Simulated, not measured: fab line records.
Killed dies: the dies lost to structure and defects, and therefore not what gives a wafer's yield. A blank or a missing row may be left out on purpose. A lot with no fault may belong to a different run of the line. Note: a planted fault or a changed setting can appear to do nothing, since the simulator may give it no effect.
Which of the tools did it? || flow gf180mcu || 39 wafers sampled from 13 lots at 1 step of a route of 602

WHAT EACH GAUGE READ, for each wafer
GF_V2_THK_MEAS_25: measures by xrf.
{"lot": "L676", "measured": "day 20 01:44", "on": "film metro-04", "V2_W_THK (nm)": "363 365 366"}
{"lot": "L677", "measured": "day 20 05:37", "on": "film metro-04", "V2_W_THK (nm)": "358 356 355"}
{"lot": "L678", "measured": "day 20 18:53", "on": "film metro-04", "V2_W_THK (nm)": "358 356 362"}
{"lot": "L680", "measured": "day 21 15:30", "on": "film metro-03", "V2_W_THK (nm)": "364 367 362"}
{"lot": "L681", "measured": "day 22 00:45", "on": "film metro-04", "V2_W_THK (nm)": "355 367 365"}
{"lot": "L683", "measured": "day 22 18:00", "on": "film metro-04", "V2_W_THK (nm)": "355 359 351"}
{"lot": "L686", "measured": "day 24 04:59", "on": "film metro-03", "V2_W_THK (nm)": "363 358 361"}
{"lot": "L694", "measured": "day 26 19:52", "on": "film metro-04", "V2_W_THK (nm)": "355 357 356"}
{"lot": "L696", "measured": "day 27 06:39", "on": "film metro-03", "V2_W_THK (nm)": "360 358 360"}
{"lot": "L695", "measured": "day 27 07:07", "on": "film metro-03", "V2_W_THK (nm)": "366 365 371"}
{"lot": "L697", "measured": "day 27 19:37", "on": "film metro-04", "V2_W_THK (nm)": "354 352 351"}
{"lot": "L698", "measured": "day 27 22:13", "on": "film metro-03", "V2_W_THK (nm)": "357 358 359"}
{"lot": "L699", "measured": "day 28 03:23", "on": "film metro-03", "V2_W_THK (nm)": "357 359 359"}

TOOL THAT RAN EACH LOT (tool first, then ch and the chambers of the sampled wafers, then the start)
Before these readings, the record contains no process step.

WHAT THE TOOLS THEMSELVES READ (means of the sampled wafers that have a number; where no wafer has one, the mark that the record gives instead)
The record holds no such reading with a usual standard deviation.

THE ANSWER, worked out from the rows above alone
Rule: the lots themselves supply what counts as usual. The widest of any qualifying gaps counts: lots, ordered by their means at a reading, are off when they make up no more than a third of the lots, leave a main group of 4 or more, and stand apart from it by 3 or more times the standard deviation of that group's means. A main group is skipped when, at the precision printed for the reading in the tables above, its means are all equal. Also off: a lot with no number at a reading for which 4 or more lots have one. Any other lot the step has rows for is counted as sound. The gauges are gone through in route order, then the tools' own readings, and for those a lot's mean is taken as printed above. At the first step where some lot is off, the reading lying furthest off is the one used; lots without a number count as furthest.
No lot is off on any of the readings shown, so nothing can be concluded from this.

WHAT WAS PUT IN BY THE SIMULATOR
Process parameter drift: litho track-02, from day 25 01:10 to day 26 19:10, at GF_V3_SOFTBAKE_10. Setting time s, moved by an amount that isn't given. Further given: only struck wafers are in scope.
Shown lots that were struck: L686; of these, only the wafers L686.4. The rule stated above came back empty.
